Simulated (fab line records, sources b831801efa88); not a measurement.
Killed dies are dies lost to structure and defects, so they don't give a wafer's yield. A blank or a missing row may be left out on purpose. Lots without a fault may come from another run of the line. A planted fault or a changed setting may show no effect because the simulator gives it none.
One fault seen from 2 desks | flow gf180mcu | each desk has only its own numbers; what lay behind them comes last

THE METROLOGY DESK
What the gauges read, lot by lot, whatever tool the lot ran on: means of the sampled wafers that have a number. A lot is out of limits, marked OUT, if its mean lies more than 4 standard deviations from the usual mean; the brackets give that distance.
Columns: A = M3_ALCU_RS at GF_M3_RS_MEAS_05, usual 0.0696 ohm/sq; B = V3_OVL at GF_V3_OVL_MEAS_15, usual 0 nm; C = V3_W_RS at GF_V3_RS_MEAS_24, usual 0.328 ohm/sq; D = V3_W_THK at GF_V3_THK_MEAS_25, usual 352 nm
lot  | first seen here | A      | B  | C     | D
L744 | day 20 12:59    | 0.0704 | 1  | 0.330 | 352
L745 | day 20 21:53    | 0.0705 | 3  | 0.328 | 353
L746 | day 21 02:34    | 0.0693 | -7 | 0.332 | 346
L747 | day 21 10:25    | 0.0693 | -0 | 0.331 | 347
L748 | day 21 21:51    | 0.0692 | -5 | 0.330 | 349
L749 | day 22 07:52    | 0.0689 | -5 | 0.321 | 355
L751 | day 23 01:39    | 0.0701 | -1 | 0.321 | 360
L759 | day 26 01:35    | 0.0696 | 1  | 0.329 | 351
L761 | day 26 12:53    | 0.0699 | -9 | 0.327 | 352
L762 | day 26 20:48    | 0.0695 | 0  | 0.336 | 341
L763 | day 27 01:42    | 0.0692 | 3  | 0.326 | 351
L765 | day 27 19:46    | 0.0702 | -2 | 0.329 | 351
This desk's finding: nothing out of limits on any of the 12 lots.

THE TOOL OWNER'S DESK: cvd_w-02
The tool's own readings at GF_V3_CVD_23 (deposits W, target thk 350 nm, time 104.9 s): means of the sampled wafers that have a number, for each lot that ran on this tool. A lot is out of limits, marked OUT, if its mean lies more than 4 standard deviations from the usual mean; the brackets give that distance.
Columns: A = heater_power_w at GF_V3_CVD_23, usual 878 W
lot  | first seen here | A
L744 | day 22 14:34    | 913
L746 | day 23 05:05    | 929
L747 | day 23 10:05    | 926
L748 | day 23 21:43    | 900
L749 | day 24 11:07    | 905
L751 | day 25 01:20    | 900
L759 | day 27 19:06    | 897
L761 | day 28 08:44    | 916
L763 | day 28 20:16    | 898
L765 | day 29 13:49    | 922
This desk's finding: nothing out of limits on any of the 10 lots.

PUT TOGETHER
The metrology desk saw nothing out of limits.
The tool owner's desk saw nothing out of limits.

WHAT THE SIMULATOR HAD PUT IN
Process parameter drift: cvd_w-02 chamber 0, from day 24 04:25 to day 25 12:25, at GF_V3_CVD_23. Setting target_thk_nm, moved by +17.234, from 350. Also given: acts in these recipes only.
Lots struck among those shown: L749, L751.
